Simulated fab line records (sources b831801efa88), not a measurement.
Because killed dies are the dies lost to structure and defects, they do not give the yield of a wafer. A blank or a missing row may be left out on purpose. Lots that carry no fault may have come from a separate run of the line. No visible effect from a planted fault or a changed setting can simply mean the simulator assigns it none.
Code-filled problem report in 8D (eight disciplines) form    flow sky130    the parts of the form that need people (team, actions taken, sign-off) are left out

## 1. THE ISSUE
At SKY_CONTACT_DEVELOP_13, developer-temp-C averages 21.62 C over 6 wafers from 2 lots, while fault-free wafers read 20.98 C, standard deviation 0.1. Relative to the usual mean, that is a shift of +6.4 standard deviations.
The step: develop time 60 s.
Earliest sighting: wafer L940.2 on litho-track-03 at day 35 12:00. Wafers with a number at this step in the record: 42, from 14 lots. The rule behind "out" and "out of limits": a value lying over 4 standard deviations away from the usual mean. The rest of the wafers with a number are treated as sound.

## 2. WHAT THIS IS AND IS NOT
question                     is                      is not
which readings at this step  developer-temp-C        chill-plate-temp-C
which lots                   L940, L941              L928, L930, L931, L932, L934, L945, L946, L947, L948, L949, L950, L951
which wafers of those lots   all that have a number  -
read on which tools          litho-track-03          litho-track-02, litho-track-04
when                         from day 35 12:00       up to then (15 sound wafers); but 21 sound wafers of L945, L946, L947, L948, L949, L950, L951 came after

## 3. SUSPECTS, AND WHAT RULES EACH OUT
Counting: a tool at a process step up to the reading stays a suspect if it ran every lot that is out and no sound lot after the first of them.
- litho-track-03 at SKY_CONTACT_DEVELOP_13 (develop time 60 s): ruled out as a lasting fault. Sound lots L947 ran on it after its first lot that is out, L940 (day 35 12:00).
Left after counting: nothing in the record.

## 4. THE CAUSE (what the simulator had put in)
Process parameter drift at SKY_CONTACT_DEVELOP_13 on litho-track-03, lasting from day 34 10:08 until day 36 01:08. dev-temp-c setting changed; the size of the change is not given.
Counting ruled it out, wrongly.

## 5. THE EFFECT CHAIN, in route order
Rows list readings where the struck wafers' mean (over those with a number) sits beyond 3 standard deviations from the usual. Scope: only readings with a usual standard deviation given in the record; hours: median across lots of the time from each lot's start at the first step in this table that gives one to its start at this step; sigmas: change in usual standard deviations.
hours  step                    reading           usual    on struck wafers  change  sigmas
0      SKY_CONTACT_DEVELOP_13  developer-temp-C  20.98 C  21.62             +0.64   +6.4
The process steps in it:
- SKY_CONTACT_DEVELOP_13: develop time 60 s.

## 6. WHAT WOULD HAVE CAUGHT IT SOONER
26 hours passed between the start of the fault at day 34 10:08 and the first reading out of limits in this record, taken at day 35 12:00.
